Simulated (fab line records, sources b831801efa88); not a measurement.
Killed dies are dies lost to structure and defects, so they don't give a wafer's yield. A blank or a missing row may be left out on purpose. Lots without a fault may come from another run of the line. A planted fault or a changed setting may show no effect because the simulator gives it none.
Problem report in the 8D (eight disciplines) form, filled by code | flow sfq_line | the parts of the form that need people (team, actions taken, sign-off) are left out

1. THE PROBLEM
bias_w at SFQ_TRILAYER_M1_ETCH_METAL_ETCH_042 reads a mean of 86.04 W on 6 wafers of 2 lots; wafers without a fault read 80.06 W with a standard deviation of 0.24. That is +25 standard deviations from the usual mean.
The step: etches Nb in Cl2/Ar, stops on SiO2, target depth 240 nm, time 120 s.
First seen on wafer L751.1, day 26 23:42, on rie_metal-04. The record holds 42 wafers of 14 lots with a number at this step. Rule for "out", or "out of limits": more than 4 standard deviations from the usual mean. The other wafers with a number count as sound.

2. WHAT IT IS AND WHAT IT IS NOT
question                    | is                     | is not
which readings at this step | bias_w                 | drypump_motor_current_A, oes_product_au
which lots                  | L751, L753             | L746, L748, L759, L760, L761, L762, L763, L764, L765, L766, L767, L769
which wafers of those lots  | all that have a number | -
read on which tools         | rie_metal-04           | rie_metal-01, rie_metal-02
when                        | from day 26 23:42      | up to then (6 sound wafers); but 30 sound wafers of L759, L760, L761, L762, L763, L764, L765, L766, L767, L769 came after

3. SUSPECTS, AND WHAT RULES EACH OUT
Counting: a tool at a process step up to the reading stays a suspect if it ran every lot that is out and no sound lot after the first of them.
- rie_metal-04 at SFQ_TRILAYER_M1_ETCH_METAL_ETCH_042 (etches Nb in Cl2/Ar, stops on SiO2, target depth 240 nm, time 120 s): ruled out as a lasting fault. Sound lots L760, L765, L766 ran on it after its first lot that is out, L751 (day 26 23:42).
Left after counting: nothing in the record.

4. THE CAUSE (what the simulator had put in)
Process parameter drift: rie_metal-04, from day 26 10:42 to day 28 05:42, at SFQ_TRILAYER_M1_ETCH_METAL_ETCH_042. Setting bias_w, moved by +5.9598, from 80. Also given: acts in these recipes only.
Counting ruled it out, wrongly.

5. THE CHAIN OF EFFECTS, in route order
Each row: a reading whose mean over the struck wafers that have a number lies more than 3 standard deviations from the usual. Only readings for which the record gives a usual standard deviation are gone through. hours: the time from each lot's start at the first step in this table that gives one to its start at this step, as a median over the lots. sigmas: the change in usual standard deviations.
hours | step                                | reading | usual   | on struck wafers | change | sigmas
0     | SFQ_TRILAYER_M1_ETCH_METAL_ETCH_042 | bias_w  | 80.06 W | 86.04            | +5.98  | +25
The process steps in it:
- SFQ_TRILAYER_M1_ETCH_METAL_ETCH_042: etches Nb in Cl2/Ar, stops on SiO2, target depth 240 nm, time 120 s.

6. WHAT WOULD HAVE CAUGHT IT SOONER
In this record the first reading out of limits was taken at day 26 23:42, 13 hours after the fault began at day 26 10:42.
